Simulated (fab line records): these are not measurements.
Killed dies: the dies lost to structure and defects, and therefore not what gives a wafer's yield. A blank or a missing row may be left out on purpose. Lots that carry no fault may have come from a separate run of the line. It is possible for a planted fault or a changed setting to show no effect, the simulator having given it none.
Matching of chambers -- flow sky130 -- 4 sister chambers for SKY_VIA2_CMP_02 on cmp-01
The step polishes SiO2. 8 wafers are shown with their chamber, then 7 later ones without.

## EACH WAFER AND ITS CHAMBER
wafer,chamber,motor-current-A (A),platen-rpm (rpm)
L633.3,0,11.9,59.93
L640.3,1,10.5,60.09
L640.4,3,12.5,60.03
L645.2,0,11.8,60.02
L645.3,3,12.6,60.01
L645.4,2,12.1,60.01
L650.1,2,12.0,60.01
L650.2,1,10.6,60.00

## WAFERS WHOSE CHAMBER IS MISSING
wafer,motor-current-A (A),platen-rpm (rpm)
L650.3,11.6,60.03
L651.1,12.3,59.99
L651.3,10.0,60.01
L651.6,12.4,60.06
L652.1,12.1,60.00
L652.2,11.0,59.99
L652.4,12.6,60.04

## WHICH CHAMBER EACH ONE RAN IN
wafer,from the rows above,in truth
L650.3,0,0
L651.1,can't be placed: 2 or 3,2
L651.3,1,1
L651.6,3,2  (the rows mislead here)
L652.1,2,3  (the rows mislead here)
L652.2,1,1
L652.4,3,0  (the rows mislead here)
Correctly placed: 3 of 7. Unplaceable from these rows: 1, with the true chamber sitting among the candidates in 1. Number placed wrongly: 3.
How it was worked out, from the rows above alone: a wafer's distance from a chamber is the root of the sum, over the readings, of the square of ((its reading less the chamber's mean) divided by the reading's scatter). The wafer belongs to the nearest chamber; if the next one is less than 2 further off, it can't be placed. Each chamber's mean is taken over the wafers shown for it. How the scatter is found: for the shown wafers, subtract from each reading the mean of its chamber, square and add these, divide the total by (wafers less chambers), then take the root.
